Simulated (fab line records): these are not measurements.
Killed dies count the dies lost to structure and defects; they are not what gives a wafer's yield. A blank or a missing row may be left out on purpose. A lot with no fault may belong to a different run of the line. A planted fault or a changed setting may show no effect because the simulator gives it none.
Which of the tools did it? -- flow gf180mcu -- 42 wafers from 14 lots sampled at 5 of the route's 602 steps

== WHAT THE GAUGES READ, wafer by wafer ==
GF_VT_IMPLANT_RS_MEAS_46: measurement is done with a four-point probe. Usual: for MVSD_RS the level is 454.6 ohm/sq and the standard deviation is 1.
lot,measured,on,MVSD_RS (ohm/sq),flag
L689,day 7 12:42,film metro-04,454.7 454.9 455.2,
L690,day 7 17:31,film metro-01,454.4 454.3 454.5,
L691,day 8 06:52,film metro-01,455.0 455.3 455.1,
L692,day 8 10:29,film metro-04,454.1 455.3 456.6,
L694,day 8 23:04,film metro-01,456.0 455.5 454.9,
L697,day 9 19:11,film metro-01,454.2 454.1 454.0,
L702,day 11 08:31,film metro-02,453.4 454.6 453.8,
L704,day 11 19:46,film metro-01,455.2 453.8 454.9,
L706,day 12 10:20,film metro-01,453.6 455.4 454.0,
L707,day 12 15:07,film metro-04,455.6 454.0 454.5,
L708,day 12 22:30,film metro-01,454.1 454.3 454.5,
L709,day 13 04:17,film metro-04,455.6 454.2 453.3,
L710,day 13 09:07,film metro-04,452.6 453.5 453.1,
L711,day 13 18:18,film metro-04,454.2 453.6 455.3,

GF_DUAL_GATE_THK_MEAS_03. Usual: for DUAL_GATE_OXIDATION_00_THK the level is 10.92 nm and the standard deviation is 0.29.
lot,measured,on,DUAL_GATE_OXIDATION_00_THK (nm),flag
L689,day 7 14:58,film metro-03,11.17 10.97 10.97,
L690,day 7 19:37,film metro-04,10.92 10.82 10.77,
L691,day 8 09:58,film metro-03,11.18 11.07 11.22,
L692,day 8 12:35,film metro-04,11.15 11.10 11.07,
L694,day 9 04:01,film metro-02,18.08 18.28 18.22,OFF
L697,day 9 21:18,film metro-02,11.15 11.23 11.18,
L702,day 11 10:36,film metro-03,10.66 10.87 10.69,
L704,day 12 03:05,film metro-03,16.70 16.81 16.93,OFF
L706,day 12 16:24,film metro-02,10.60 10.57 10.66,
L707,day 12 21:22,film metro-04,10.51 10.54 10.53,
L708,day 13 01:37,film metro-03,10.55 10.58 10.45,
L709,day 13 06:29,film metro-04,10.96 11.14 11.07,
L710,day 13 11:13,film metro-03,10.88 10.83 10.70,
L711,day 13 20:25,film metro-02,10.38 10.48 10.57,

GF_HV_LDD_OVL_MEAS_08. Usual: for HV_LDD_OVL the level is 1.0 nm and the standard deviation is 1.3.
lot,measured,on,HV_LDD_OVL (nm),flag
L689,day 9 23:50,overlay-01,-1.4 -1.0 0.1,
L690,day 10 03:48,overlay-02,-1.0 1.0 -0.8,
L691,day 10 17:56,overlay-02,1.0 2.6 0.8,
L692,day 11 00:50,overlay-02,-1.2 0.4 0.0,
L694,day 11 10:11,overlay-02,1.1 -0.9 1.1,
L697,day 12 09:50,overlay-01,0.6 0.4 0.9,
L702,day 14 07:02,overlay-01,-0.2 0.1 -0.1,
L704,day 14 19:38,overlay-01,-1.5 -1.3 -1.2,
L706,day 15 13:50,overlay-01,1.4 2.4 2.0,
L707,day 15 17:33,overlay-02,0.4 3.5 1.6,
L708,day 15 21:10,overlay-02,-0.3 0.2 -0.2,
L709,day 16 06:49,overlay-02,0.8 0.7 1.7,
L710,day 16 10:13,overlay-02,2.3 1.7 2.6,
L711,day 16 17:34,overlay-02,0.7 1.7 1.3,

GF_HV_LDD_TW_MEAS_11. Usual: for HV_LDD_TW the level is 2413 and the standard deviation is 25.
lot,measured,on,HV_LDD_TW,flag
L689,day 10 00:07,film metro-01,2429 2431 2435,
L690,day 10 04:05,film metro-01,2440 2446 2435,
L691,day 10 18:13,film metro-02,2390 2400 2393,
L692,day 11 01:07,film metro-02,2405 2404 2409,
L694,day 11 10:28,film metro-02,2422 2420 2409,
L697,day 12 10:07,film metro-02,2397 2411 2406,
L702,day 14 07:20,film metro-02,2414 2406 2417,
L704,day 14 19:56,film metro-01,2443 2434 2437,
L706,day 15 14:08,film metro-01,2417 2432 2426,
L707,day 15 17:50,film metro-01,2446 2429 2433,
L708,day 15 21:28,film metro-04,2390 2392 2403,
L709,day 16 07:07,film metro-01,2438 2448 2437,
L710,day 16 10:30,film metro-04,2401 2382 2382,
L711,day 16 17:52,film metro-01,2440 2440 2446,

== WHAT TOOL EACH LOT RAN ON (gives the tool, then ch and the chambers of the sampled wafers, and finally the start) ==
lot,GF_DUAL_GATE_OXIDATION_02
L689,"furnace-02 ch 0, day 7 13:30"
L690,"furnace-02 ch 0, day 7 18:10"
L691,"furnace-01 ch 0, day 8 08:31"
L692,"furnace-02 ch 0, day 8 11:08"
L694,"furnace-01 ch 0, day 8 23:58"
L697,"furnace-02 ch 0, day 9 19:50"
L702,"furnace-01 ch 0, day 11 09:08"
L704,"furnace-01 ch 0, day 11 22:55"
L706,"furnace-01 ch 0, day 12 14:56"
L707,"furnace-02 ch 0, day 12 19:56"
L708,"furnace-02 ch 0, day 13 00:10"
L709,"furnace-01 ch 0, day 13 05:02"
L710,"furnace-01 ch 0, day 13 09:45"
L711,"furnace-01 ch 0, day 13 18:58"
- GF_DUAL_GATE_OXIDATION_02: stabilise 600 s, purge 300 s, target thk 10.887 nm.

== WHAT THE TOOLS THEMSELVES READ (means of the sampled wafers that have a number; where no wafer has one, the mark that the record gives instead) ==
GF_DUAL_GATE_OXIDATION_02. Usual: ox temp c max 903.7, standard deviation 0.72; zone power bottom pct 28.6 %, standard deviation 1.4; zone power centre pct 19.3 %, standard deviation 1.5.
lot,tool,ox temp c max,zone power bottom pct (%),zone power centre pct (%),flag
L689,furnace-02,903.8,27.1,17.8,
L690,furnace-02,904.4,27.3,17.9,
L691,furnace-01,904.0,30.1,21.1,
L692,furnace-02,903.5,27.3,18.1,
L694,furnace-01,903.8,30.1,20.7,
L697,furnace-02,903.4,27.2,17.7,
L702,furnace-01,903.9,30.0,21.0,
L704,furnace-01,903.9,29.9,21.0,
L706,furnace-01,903.1,29.9,20.9,
L707,furnace-02,904.0,27.1,18.1,
L708,furnace-02,904.0,27.4,18.0,
L709,furnace-01,903.8,30.5,21.0,
L710,furnace-01,903.4,30.1,21.0,
L711,furnace-01,904.0,30.2,20.8,

== THE ANSWER, worked out from the rows above alone ==
Rule: take the mean of a lot's wafers that have a number; if it is more than 3 standard deviations from the usual mean, the lot is off. A lot without any number at a reading at which 4 lots or more have one is off too. Any other lot the step has rows for is counted as sound. The gauges are gone through in route order, then the tools' own readings, and for those a lot's mean is taken as printed above. At the first step where some lot is off, the reading lying furthest off is the one used; lots without a number count as furthest.
Off: L694, L704, at GF_DUAL_GATE_THK_MEAS_03 (DUAL_GATE_OXIDATION_00_THK).
If a tool, at a process step before that reading, ran all the lots that are off and no sound lot after the first of them, it fits. Those tools and the gauges at GF_DUAL_GATE_THK_MEAS_03 are tried in the same way. None of those tried fits.

== WHAT THE SIMULATOR HAD INSERTED ==
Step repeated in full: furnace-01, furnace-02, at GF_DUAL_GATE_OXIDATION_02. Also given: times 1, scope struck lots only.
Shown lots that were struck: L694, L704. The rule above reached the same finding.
